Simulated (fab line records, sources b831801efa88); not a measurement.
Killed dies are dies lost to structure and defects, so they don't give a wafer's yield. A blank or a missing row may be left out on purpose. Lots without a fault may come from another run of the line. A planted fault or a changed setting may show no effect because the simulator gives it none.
One fault seen from 2 desks | flow sky130 | each desk has only its own numbers; what lay behind them comes last

THE TOOL OWNER'S DESK: litho_track-03
The tool's own readings at SKY_VT_ADJUST_LVTN_SOFTBAKE_14 (time 60 s): means of the sampled wafers that have a number, for each lot that ran on this tool. A lot is out of limits, marked OUT, if its mean lies more than 4 standard deviations from the usual mean; the brackets give that distance.
Columns: A = exhaust_pa at SKY_VT_ADJUST_LVTN_SOFTBAKE_14, usual 45.1 Pa; B = run_length_s at SKY_VT_ADJUST_LVTN_SOFTBAKE_14, usual 89.13 s
lot  | first seen here | A    | B
L930 | day 8 00:33     | 46.0 | 89.34
L939 | day 10 08:06    | 45.4 | 106.40 (+96) OUT
L941 | day 10 20:57    | 44.3 | 106.42 (+96) OUT
This desk's finding: out of limits on L939, L941; first on L939, day 10 08:06 (run_length_s at SKY_VT_ADJUST_LVTN_SOFTBAKE_14). In limits: L930.

THE METROLOGY DESK
What the gauges read, lot by lot, whatever tool the lot ran on: means of the sampled wafers that have a number. A lot is out of limits, marked OUT, if its mean lies more than 4 standard deviations from the usual mean; the brackets give that distance.
Columns: A = VT_ADJUST_LVTN_OVL at SKY_VT_ADJUST_LVTN_OVL_MEAS_07, usual 0.5 nm; B = VT_ADJUST_LVTN_TW at SKY_VT_ADJUST_LVTN_TW_MEAS_10, usual 238.9; C = VT_ADJUST_LVTN_01_OVL at SKY_VT_ADJUST_LVTN_OVL_MEAS_18, usual -0.5 nm; D = VT_ADJUST_LVTN_2_TW at SKY_VT_ADJUST_LVTN_TW_MEAS_21, usual 186.4
lot  | first seen here | A    | B     | C    | D
L930 | day 7 13:34     | 1.1  | 241.1 | -3.4 | 186.1
L931 | day 7 18:11     | 1.2  | 236.2 | -0.1 | 184.9
L939 | day 9 20:45     | 0.4  | 236.7 | -1.4 | 185.2
L941 | day 10 10:04    | -0.7 | 238.5 | -0.3 | 188.9
L943 | day 10 21:49    | 0.9  | 238.4 | -0.2 | 186.7
L949 | day 12 11:54    | -0.5 | 239.0 | -0.6 | 184.8
This desk's finding: nothing out of limits on any of the 6 lots.

PUT TOGETHER
The tool owner's desk could have raised an alarm at day 10 08:06, on L939, L941.
The metrology desk saw nothing out of limits.
The metrology desk has L939, L941 on record, within its limits.
Of the lots named, all ran SKY_VT_ADJUST_LVTN_SOFTBAKE_14 on litho_track-03.

WHAT THE SIMULATOR HAD PUT IN
Process parameter drift: litho_track-03, from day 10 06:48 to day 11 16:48, at SKY_VT_ADJUST_LVTN_SOFTBAKE_14. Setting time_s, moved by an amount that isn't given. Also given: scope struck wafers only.
Lots struck among those shown: L939, L941.
Hours from the fault's start to each desk's first reading out of limits: the tool owner's desk, 1.
